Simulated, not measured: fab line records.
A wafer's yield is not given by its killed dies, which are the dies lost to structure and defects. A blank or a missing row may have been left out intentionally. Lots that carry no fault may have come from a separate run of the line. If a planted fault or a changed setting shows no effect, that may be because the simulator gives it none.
Which tool was responsible? :: flow sky130 :: 12 lots (36 wafers sampled), 1 step of a 708-step route

WHAT THE GAUGES READ, wafer by wafer
SKY_LDD_N_OVL_MEAS_07.
lot: L074
measured: day 17 20:35
on: overlay-01
LDD_N_OVL (nm): 0.4 -0.3 -0.8

lot: L077
measured: day 18 16:12
on: overlay-01
LDD_N_OVL (nm): 1.5 0.3 1.4

lot: L079
measured: day 19 13:34
on: overlay-02
LDD_N_OVL (nm): 1.0 1.7 1.8

lot: L082
measured: day 20 09:23
on: overlay-02
LDD_N_OVL (nm): 0.3 -0.3 0.5

lot: L083
measured: day 21 00:24
on: overlay-02
LDD_N_OVL (nm): 0.0 0.6 0.2

lot: L085
measured: day 21 19:51
on: overlay-02
LDD_N_OVL (nm): 1.2 0.1 -0.7

lot: L086
measured: day 22 21:53
on: overlay-01
LDD_N_OVL (nm): 0.1 -0.2 0.7

lot: L089
measured: day 23 08:03
on: overlay-02
LDD_N_OVL (nm): 1.4 0.3 -0.9

lot: L090
measured: day 24 20:46
on: overlay-02
LDD_N_OVL (nm): -0.3 0.4 2.2

lot: L094
measured: day 25 05:31
on: overlay-01
LDD_N_OVL (nm): -4.0 -0.8 -0.7

lot: L095
measured: day 25 13:53
on: overlay-02
LDD_N_OVL (nm): 3.0 2.6 0.8

lot: L097
measured: day 26 08:25
on: overlay-02
LDD_N_OVL (nm): -1.0 -1.4 -2.7

WHAT TOOL EACH LOT RAN ON (gives the tool, then ch and the chambers of the sampled wafers, and finally the start)
Before these readings, the record contains no process step.

THE ANSWER, worked out from the rows above alone
Rule: what is usual is taken from the lots themselves. Put in order of their means at a reading, lots are off if they are a third of the lots or fewer, leave a main group of 4 or more, and stand apart from it by a gap of 3 or more times the standard deviation of the main group's means; of several such gaps the widest counts. A main group whose means are all the same, to the digits that the tables above print for the reading, isn't used. Also off: a lot with no number at a reading for which 4 or more lots have one. The other lots that the step has rows for count as sound.
Nothing can be told from this: no lot is off at any reading shown.

WHAT THE SIMULATOR HAD INSERTED
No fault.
